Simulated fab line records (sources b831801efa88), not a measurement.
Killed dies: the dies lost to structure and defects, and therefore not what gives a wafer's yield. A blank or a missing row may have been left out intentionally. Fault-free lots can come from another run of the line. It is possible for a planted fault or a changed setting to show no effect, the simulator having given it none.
fab line records + flow gf180mcu
record
- lots=13
- wafers=39
- last_day=34
route steps=602 shown HV_LDD@226 NSD@247 SAB@264
lots that met no fault: taken from a fault-free run of the same line
start_h: hours from the record's first day to the start of the lot's first wafer shown + wait_h: hours from the lot's prior step to this one + " identical to the entry in the row above + L1.1+2: several wafers, shown together as one row + - no value present, or no start provided + * or withheld: withheld + < > ~ a bound
route shown NAME@n: NAME is a module with steps in the file, n the number in the route of the first one + usual: the fault-free wafers' mean and standard deviation + same: alike in all rows + chamber/n: place in a boat + sites: per-site readings + _std_site: their standard deviation + _edge_site: mean of outer sites minus mean of inner sites + radius_mm: how far each site lies from the wafer's centre + mask NAME#n: copy n + behind: the last tool/chamber to shape the wafer + hold: why the lot went on hold/how many hours it stayed there/how the hold came to an end + device: transistor that didn't switch, given as n, p or np + end of line: tests run on the same wafers once the route is complete + a step without rows: its recipe alone + killed: at the first sort, the dies lost to defects and structure; wafer yield is something else + map: a wafer's dies, marking killed ones x, the rest . and places with no die _
set.NAME: the run value of the setting; set.NAME@STEP: its run value at that earlier step + model.NAME: the simulator's own value behind a step, which no gauge read
the route's steps for a sample of lots (tables are steps, rows are wafers)
services: from which hour (start_h, from the record's first day; less than 0 if before it) a tool's chamber was out of use, for how many hours, and why
## steps
# step GF_HV_LDD_TW_MEAS_50
# usual
- HV_LDD_4_TW=574/4.8
| lot.wafer | tool          | chamber | start_h | wait_h | HV_LDD_4_TW |
|-----------|---------------|---------|---------|--------|-------------|
| L800.2    | film_metro-04 | -       | 269.12  | 0.1    | 574         |
| L800.3    | "             | -       | "       | "      | 577         |
| L800.6    | "             | -       | "       | "      | 575         |
| L801.1    | film_metro-03 | -       | 272.66  | 0.1    | 573         |
| L801.4    | "             | -       | "       | "      | 574         |
| L801.6    | "             | -       | "       | "      | 571         |
| L802.1    | film_metro-03 | -       | 287.06  | 0.1    | 571         |
| L802.4    | "             | -       | "       | "      | 574         |
| L802.5    | "             | -       | "       | "      | 575         |
| L803.1    | film_metro-04 | -       | 298.69  | 0.1    | 579         |
| L803.3    | "             | -       | "       | "      | 580         |
| L803.5    | "             | -       | "       | "      | 578         |
| L804.2    | film_metro-04 | -       | 302.84  | 0.1    | 577         |
| L804.3    | "             | -       | "       | "      | 577         |
| L804.4    | "             | -       | "       | "      | 577         |
| L813.1    | film_metro-01 | -       | 389.12  | 0.1    | 567         |
| L813.3    | "             | -       | "       | "      | 568         |
| L813.5    | "             | -       | "       | "      | 568         |
| L814.2    | film_metro-01 | -       | 393.80  | 0.1    | 566         |
| L814.4    | "             | -       | "       | "      | 566         |
| L814.5    | "             | -       | "       | "      | 570         |
| L816.2    | film_metro-04 | -       | 403.98  | 0.1    | 576         |
| L816.3    | "             | -       | "       | "      | 575         |
| L816.4    | "             | -       | "       | "      | 576         |
| L818.3    | film_metro-04 | -       | 421.07  | 0.1    | 581         |
| L818.4    | "             | -       | "       | "      | 577         |
| L818.6    | "             | -       | "       | "      | 574         |
| L819.1    | film_metro-04 | -       | 426.62  | 0.1    | 579         |
| L819.4    | "             | -       | "       | "      | 578         |
| L819.6    | "             | -       | "       | "      | 581         |
| L821.1    | film_metro-04 | -       | 448.57  | 0.1    | 576         |
| L821.3    | "             | -       | "       | "      | 576         |
| L821.6    | "             | -       | "       | "      | 578         |
| L822.2    | film_metro-03 | -       | 456.46  | 0.1    | 568         |
| L822.4    | "             | -       | "       | "      | 567         |
| L822.5    | "             | -       | "       | "      | 565         |
| L823.3    | film_metro-03 | -       | 462.19  | 0.1    | 566         |
| L823.4    | "             | -       | "       | "      | 572         |
| L823.5    | "             | -       | "       | "      | 569         |
# step GF_NSD_TW_MEAS_12
# usual
- NSD_TW=4261/23
| lot.wafer | tool          | chamber | start_h | wait_h | NSD_TW |
|-----------|---------------|---------|---------|--------|--------|
| L800.2    | film_metro-02 | -       | 293.34  | 0.1    | 4283   |
| L800.3    | "             | -       | "       | "      | 4248   |
| L800.6    | "             | -       | "       | "      | 4275   |
| L801.1    | film_metro-02 | -       | 297.77  | 0.1    | 4264   |
| L801.4    | "             | -       | "       | "      | 4284   |
| L801.6    | "             | -       | "       | "      | 4287   |
| L802.1    | film_metro-01 | -       | 310.68  | 0.1    | 4226   |
| L802.4    | "             | -       | "       | "      | 4247   |
| L802.5    | "             | -       | "       | "      | 4217   |
| L803.1    | film_metro-03 | -       | 323.32  | 0.1    | 4289   |
| L803.3    | "             | -       | "       | "      | 4282   |
| L803.5    | "             | -       | "       | "      | 4289   |
| L804.2    | film_metro-01 | -       | 327.18  | 0.1    | 4217   |
| L804.3    | "             | -       | "       | "      | 4234   |
| L804.4    | "             | -       | "       | "      | 4228   |
| L813.1    | film_metro-02 | -       | 418.47  | 0.1    | 4261   |
| L813.3    | "             | -       | "       | "      | 4287   |
| L813.5    | "             | -       | "       | "      | 4253   |
| L814.2    | film_metro-02 | -       | 420.83  | 0.1    | 4284   |
| L814.4    | "             | -       | "       | "      | 4275   |
| L814.5    | "             | -       | "       | "      | 4262   |
| L816.2    | film_metro-01 | -       | 431.53  | 0.1    | 4259   |
| L816.3    | "             | -       | "       | "      | 4246   |
| L816.4    | "             | -       | "       | "      | 4258   |
| L818.3    | film_metro-02 | -       | 449.09  | 0.1    | 4257   |
| L818.4    | "             | -       | "       | "      | 4265   |
| L818.6    | "             | -       | "       | "      | 4257   |
| L819.1    | film_metro-01 | -       | 454.17  | 0.1    | 4235   |
| L819.4    | "             | -       | "       | "      | 4250   |
| L819.6    | "             | -       | "       | "      | 4258   |
| L821.1    | film_metro-01 | -       | 475.87  | 0.1    | 4242   |
| L821.3    | "             | -       | "       | "      | 4244   |
| L821.6    | "             | -       | "       | "      | 4229   |
| L822.2    | film_metro-02 | -       | 484.53  | 0.1    | 4250   |
| L822.4    | "             | -       | "       | "      | 4234   |
| L822.5    | "             | -       | "       | "      | 4248   |
| L823.3    | film_metro-02 | -       | 489.49  | 0.1    | 4253   |
| L823.4    | "             | -       | "       | "      | 4259   |
| L823.5    | "             | -       | "       | "      | 4260   |
# step GF_SAB_CVD_00
# recipe
- material=SiO2
- target_thk_nm=50
- precursor=TEOS
- temp_c=400
- time_s=4.9302
- rf_w=600
# usual
- heater_power_w=678/96
| lot.wafer | tool     | chamber | start_h | wait_h | heater_power_w |
|-----------|----------|---------|---------|--------|----------------|
| L800.2    | pecvd-03 | 1       | 313.95  | 0.1    | 659            |
| L800.3    | "        | 0       | "       | "      | 504            |
| L800.6    | "        | 1       | "       | "      | 661            |
| L801.1    | pecvd-04 | 2       | 319.24  | 0.1    | 491            |
| L801.4    | "        | 0       | "       | "      | 742            |
| L801.6    | "        | 2       | "       | "      | 487            |
| L802.1    | pecvd-04 | 1       | 332.44  | 0.1    | 686            |
| L802.4    | "        | 2       | "       | "      | 552            |
| L802.5    | "        | 1       | "       | "      | 702            |
| L803.1    | pecvd-04 | 2       | 344.84  | 0.1    | 553            |
| L803.3    | "        | 0       | "       | "      | 743            |
| L803.5    | "        | 2       | "       | "      | 544            |
| L804.2    | pecvd-01 | 2       | 349.66  | 0.1    | 727            |
| L804.3    | "        | 0       | "       | "      | 694            |
| L804.4    | "        | 0       | "       | "      | 669            |
| L813.1    | pecvd-01 | 2       | 443.14  | 0.1    | 799            |
| L813.3    | "        | 0       | "       | "      | 828            |
| L813.5    | "        | 0       | "       | "      | 819            |
| L814.2    | pecvd-03 | 2       | 446.07  | 0.1    | 652            |
| L814.4    | "        | 0       | "       | "      | 608            |
| L814.5    | "        | 1       | "       | "      | 671            |
| L816.2    | pecvd-03 | 0       | 456.59  | 0.1    | 536            |
| L816.3    | "        | 2       | "       | "      | 684            |
| L816.4    | "        | 1       | "       | "      | 702            |
| L818.3    | pecvd-03 | 0       | 473.98  | 0.1    | 502            |
| L818.4    | "        | 1       | "       | "      | 700            |
| L818.6    | "        | 2       | "       | "      | 713            |
| L819.1    | pecvd-04 | 1       | 479.20  | 0.1    | 701            |
| L819.4    | "        | 0       | "       | "      | 679            |
| L819.6    | "        | 1       | "       | "      | 713            |
| L821.1    | pecvd-04 | 1       | 500.63  | 0.1    | 653            |
| L821.3    | "        | 2       | "       | "      | 542            |
| L821.6    | "        | 1       | "       | "      | 700            |
| L822.2    | pecvd-01 | 0       | 508.08  | 0.1    | 688            |
| L822.4    | "        | 1       | "       | "      | 602            |
| L822.5    | "        | 0       | "       | "      | 701            |
| L823.3    | pecvd-03 | 1       | 513.27  | 0.1    | 697            |
| L823.4    | "        | 1       | "       | "      | 682            |
| L823.5    | "        | 0       | "       | "      | 540            |
# step GF_SAB_THK_MEAS_01
# recipe
- reads=SiO2_of_SAB_CVD_00
# usual
- SAB_CVD_00_THK=50.0/0.7
| lot.wafer | tool          | chamber | start_h | wait_h | SAB_CVD_00_THK[nm] |
|-----------|---------------|---------|---------|--------|--------------------|
| L800.2    | film_metro-02 | -       | 313.98  | 0.0    | 49.5               |
| L800.3    | "             | -       | "       | "      | 49.9               |
| L800.6    | "             | -       | "       | "      | 49.9               |
| L801.1    | film_metro-04 | -       | 319.26  | 0.0    | 50.1               |
| L801.4    | "             | -       | "       | "      | 50.7               |
| L801.6    | "             | -       | "       | "      | 51.3               |
| L802.1    | film_metro-04 | -       | 332.46  | 0.0    | 49.2               |
| L802.4    | "             | -       | "       | "      | 50.5               |
| L802.5    | "             | -       | "       | "      | 50.3               |
| L803.1    | film_metro-03 | -       | 344.86  | 0.0    | 49.3               |
| L803.3    | "             | -       | "       | "      | 48.5               |
| L803.5    | "             | -       | "       | "      | 50.1               |
| L804.2    | film_metro-03 | -       | 349.83  | 0.2    | 49.3               |
| L804.3    | "             | -       | "       | "      | 48.9               |
| L804.4    | "             | -       | "       | "      | 50.0               |
| L813.1    | film_metro-04 | -       | 443.24  | 0.1    | 51.0               |
| L813.3    | "             | -       | "       | "      | 47.7               |
| L813.5    | "             | -       | "       | "      | 50.9               |
| L814.2    | film_metro-02 | -       | 446.10  | 0.0    | 49.8               |
| L814.4    | "             | -       | "       | "      | 51.2               |
| L814.5    | "             | -       | "       | "      | 50.5               |
| L816.2    | film_metro-03 | -       | 456.62  | 0.0    | 50.8               |
| L816.3    | "             | -       | "       | "      | 50.4               |
| L816.4    | "             | -       | "       | "      | 50.0               |
| L818.3    | film_metro-03 | -       | 474.02  | 0.0    | 50.5               |
| L818.4    | "             | -       | "       | "      | 50.1               |
| L818.6    | "             | -       | "       | "      | 50.8               |
| L819.1    | film_metro-02 | -       | 479.22  | 0.0    | 49.9               |
| L819.4    | "             | -       | "       | "      | 50.0               |
| L819.6    | "             | -       | "       | "      | 50.6               |
| L821.1    | film_metro-04 | -       | 500.65  | 0.0    | 49.6               |
| L821.3    | "             | -       | "       | "      | 51.0               |
| L821.6    | "             | -       | "       | "      | 50.2               |
| L822.2    | film_metro-04 | -       | 508.11  | 0.0    | 49.1               |
| L822.4    | "             | -       | "       | "      | 50.3               |
| L822.5    | "             | -       | "       | "      | 49.4               |
| L823.3    | film_metro-03 | -       | 513.30  | 0.0    | 49.3               |
| L823.4    | "             | -       | "       | "      | 49.7               |
| L823.5    | "             | -       | "       | "      | 50.7               |
# step GF_SAB_OVL_MEAS_10
# usual
- SAB_OVL=0.0/1.9
| lot.wafer | tool       | chamber | start_h | wait_h | SAB_OVL[nm] |
|-----------|------------|---------|---------|--------|-------------|
| L800.2    | overlay-02 | -       | 334.62  | 0.1    | -0.9        |
| L800.3    | "          | -       | "       | "      | -1.1        |
| L800.6    | "          | -       | "       | "      | 0.7         |
| L801.1    | overlay-02 | -       | 340.79  | 0.1    | 1.7         |
| L801.4    | "          | -       | "       | "      | 2.6         |
| L801.6    | "          | -       | "       | "      | 2.8         |
| L802.1    | overlay-02 | -       | 354.48  | 0.1    | 0.2         |
| L802.4    | "          | -       | "       | "      | 0.0         |
| L802.5    | "          | -       | "       | "      | -0.4        |
| L803.1    | overlay-02 | -       | 366.47  | 0.1    | -1.7        |
| L803.3    | "          | -       | "       | "      | -1.6        |
| L803.5    | "          | -       | "       | "      | 1.3         |
| L804.2    | overlay-02 | -       | 371.42  | 0.1    | -0.3        |
| L804.3    | "          | -       | "       | "      | 0.8         |
| L804.4    | "          | -       | "       | "      | -0.7        |
| L813.1    | overlay-01 | -       | 467.28  | 0.1    | 0.5         |
| L813.3    | "          | -       | "       | "      | 1.3         |
| L813.5    | "          | -       | "       | "      | 1.1         |
| L814.2    | overlay-02 | -       | 470.44  | 0.1    | -2.9        |
| L814.4    | "          | -       | "       | "      | 0.7         |
| L814.5    | "          | -       | "       | "      | -1.8        |
| L816.2    | overlay-01 | -       | 479.99  | 0.1    | 1.7         |
| L816.3    | "          | -       | "       | "      | -0.8        |
| L816.4    | "          | -       | "       | "      | -0.1        |
| L818.3    | overlay-01 | -       | 497.70  | 0.1    | -2.5        |
| L818.4    | "          | -       | "       | "      | 0.9         |
| L818.6    | "          | -       | "       | "      | -1.1        |
| L819.1    | overlay-01 | -       | 503.47  | 0.1    | 2.1         |
| L819.4    | "          | -       | "       | "      | 2.2         |
| L819.6    | "          | -       | "       | "      | 2.0         |
| L821.1    | overlay-01 | -       | 523.76  | 0.1    | 0.8         |
| L821.3    | "          | -       | "       | "      | 0.8         |
| L821.6    | "          | -       | "       | "      | 0.8         |
| L822.2    | overlay-01 | -       | 531.27  | 0.1    | -1.0        |
| L822.4    | "          | -       | "       | "      | -1.5        |
| L822.5    | "          | -       | "       | "      | -2.6        |
| L823.3    | overlay-02 | -       | 535.63  | 0.1    | -0.4        |
| L823.4    | "          | -       | "       | "      | 0.0         |
| L823.5    | "          | -       | "       | "      | -1.2        |
## services
| tool     | chamber | start_h | hours | kind       |
|----------|---------|---------|-------|------------|
| pecvd-04 | -       | 302.57  | 1.2   | repair     |
| pecvd-04 | -       | 368.88  | 14.0  | pm         |
| pecvd-04 | 0       | 368.88  | 14.0  | vent_cycle |
| pecvd-04 | 1       | 368.88  | 14.0  | vent_cycle |
| pecvd-04 | 2       | 368.88  | 14.0  | vent_cycle |
| pecvd-04 | 0       | 382.88  | -     | clean      |
| pecvd-04 | 1       | 382.88  | -     | clean      |
| pecvd-04 | 2       | 382.88  | -     | clean      |
| pecvd-01 | 1       | 426.57  | 10.2  | repair     |
| pecvd-01 | 0       | 433.90  | 5.6   | repair     |
| pecvd-03 | -       | 435.57  | 1.3   | repair     |
## key
first_sign
- step=GF_SAB_THK_MEAS_01
- reading=SAB_CVD_00_THK
- direction=down
- sigmas=3.2
- usual=50.0
- struck=47.7
effect none on later readings
met_at GF_SAB_CVD_00
struck_lots L813
struck_wafers L813.3
tester_left_out L813
not_acting_at GF_HV_LDD_TW_MEAS_50,GF_NSD_TW_MEAS_12,GF_SAB_OVL_MEAS_10
onset_between 349.66 443.14
fault
- kind=process_parameter_drift
- tool=pecvd-01
- chamber=-
- onset_h=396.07
- steps=GF_SAB_CVD_00
- channel=target_thk_nm
- offset=-1.5498
- shape=step
- end_h=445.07
- scope=struck_wafers_only
- acts_in=these_recipes_only
- stated=50
# tester_left_out: of these lots the tester's yield and bins aren't shown, on N5 and GAA mostly nor the transistor test; their killed dies are dies lost to structure and defects alone, not to doping, threshold or leakage, so they don't give the yield
